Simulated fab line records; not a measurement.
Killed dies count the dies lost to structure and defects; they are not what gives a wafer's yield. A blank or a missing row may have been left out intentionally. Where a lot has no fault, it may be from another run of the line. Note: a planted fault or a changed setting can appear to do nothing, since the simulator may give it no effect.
Chamber matching || flow gf180mcu || GF_V1_CMP_26 on cmp-02: 4 sister chambers
The step polishes, stops on SiO2, t overpolish 15 s, target thk 0 nm. 14 wafers are shown with their chamber, then 7 later ones without.

== EACH WAFER AND ITS CHAMBER ==
{"wafer": "L476.3", "chamber": 3, "motorCurrentA (A)": 10.4, "headPressurePsi (psi)": 3.496, "timeToEndpointS (s)": 83.9}
{"wafer": "L476.4", "chamber": 2, "motorCurrentA (A)": 12.9, "headPressurePsi (psi)": 3.504, "timeToEndpointS (s)": 81.3}
{"wafer": "L476.5", "chamber": 1, "motorCurrentA (A)": 11.4, "headPressurePsi (psi)": 3.487, "timeToEndpointS (s)": 83.2}
{"wafer": "L477.3", "chamber": 0, "motorCurrentA (A)": 10.7, "headPressurePsi (psi)": 3.499, "timeToEndpointS (s)": 82.5}
{"wafer": "L477.4", "chamber": 1, "motorCurrentA (A)": 11.0, "headPressurePsi (psi)": 3.497, "timeToEndpointS (s)": 81.4}
{"wafer": "L477.6", "chamber": 2, "motorCurrentA (A)": 12.5, "headPressurePsi (psi)": 3.494, "timeToEndpointS (s)": 81.2}
{"wafer": "L479.3", "chamber": 0, "motorCurrentA (A)": 11.1, "headPressurePsi (psi)": 3.514, "timeToEndpointS (s)": 82.9}
{"wafer": "L479.5", "chamber": 3, "motorCurrentA (A)": 10.2, "headPressurePsi (psi)": 3.498, "timeToEndpointS (s)": 80.2}
{"wafer": "L479.6", "chamber": 2, "motorCurrentA (A)": 12.4, "headPressurePsi (psi)": 3.514, "timeToEndpointS (s)": 82.6}
{"wafer": "L486.3", "chamber": 3, "motorCurrentA (A)": 10.2, "headPressurePsi (psi)": 3.500, "timeToEndpointS (s)": 83.0}
{"wafer": "L486.4", "chamber": 1, "motorCurrentA (A)": 11.1, "headPressurePsi (psi)": 3.500, "timeToEndpointS (s)": 77.6}
{"wafer": "L486.6", "chamber": 1, "motorCurrentA (A)": 11.4, "headPressurePsi (psi)": 3.501, "timeToEndpointS (s)": 80.4}
{"wafer": "L493.1", "chamber": 1, "motorCurrentA (A)": 11.3, "headPressurePsi (psi)": 3.497, "timeToEndpointS (s)": 83.9}
{"wafer": "L493.2", "chamber": 2, "motorCurrentA (A)": 13.3, "headPressurePsi (psi)": 3.493, "timeToEndpointS (s)": 83.5}

SIGNATURES, as means of the wafers listed above
{"reading": "motorCurrentA", "chamber 0": 10.900, "chamber 1": 11.240, "chamber 2": 12.775, "chamber 3": 10.267, "scatter within a chamber": 0.273}
{"reading": "headPressurePsi", "chamber 0": 3.50650, "chamber 1": 3.49640, "chamber 2": 3.50125, "chamber 3": 3.49800, "scatter within a chamber": 0.00731}
{"reading": "timeToEndpointS", "chamber 0": 82.700, "chamber 1": 81.300, "chamber 2": 82.150, "chamber 3": 82.367, "scatter within a chamber": 1.9}
Rule: for a wafer and a chamber, the distance is found by dividing, reading by reading, the gap between the wafer's reading and the chamber's mean by the reading's scatter, squaring, summing and taking the root. The wafer belongs to the nearest chamber; if the next one is less than 2 further off, it can't be placed. The scatter: take each reading less its chamber's mean, square it, sum over the shown wafers, divide by the number of wafers less the number of chambers, and take the root.

== WAFERS WITHOUT THEIR CHAMBER ==
{"wafer": "L493.3", "motorCurrentA (A)": 11.2, "headPressurePsi (psi)": 3.493, "timeToEndpointS (s)": 84.1}
{"wafer": "L495.1", "motorCurrentA (A)": 9.8, "headPressurePsi (psi)": 3.497, "timeToEndpointS (s)": 85.9}
{"wafer": "L495.2", "motorCurrentA (A)": 10.8, "headPressurePsi (psi)": 3.499, "timeToEndpointS (s)": 82.4}
{"wafer": "L495.5", "motorCurrentA (A)": 10.6, "headPressurePsi (psi)": 3.490, "timeToEndpointS (s)": 83.4}
{"wafer": "L496.2", "motorCurrentA (A)": 13.0, "headPressurePsi (psi)": 3.496, "timeToEndpointS (s)": 79.6}
{"wafer": "L496.4", "motorCurrentA (A)": 11.0, "headPressurePsi (psi)": 3.493, "timeToEndpointS (s)": 81.4}
{"wafer": "L496.5", "motorCurrentA (A)": 9.8, "headPressurePsi (psi)": 3.504, "timeToEndpointS (s)": 81.6}

== EACH ONE'S CHAMBER ==
{"wafer": "L493.3", "from the rows above": "can't be placed: 1 or 0", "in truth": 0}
{"wafer": "L495.1", "from the rows above": 3, "in truth": 3}
{"wafer": "L495.2", "from the rows above": "can't be placed: 0 or 1 or 3", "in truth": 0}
{"wafer": "L495.5", "from the rows above": "can't be placed: 3 or 0 or 1", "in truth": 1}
{"wafer": "L496.2", "from the rows above": 2, "in truth": 2}
{"wafer": "L496.4", "from the rows above": "can't be placed: 1 or 0 or 3", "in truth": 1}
{"wafer": "L496.5", "from the rows above": 3, "in truth": 3}
3 of 7 placed correctly. Unplaceable from these rows: 4, with the true chamber sitting among the candidates in 4. Placed wrongly: 0.
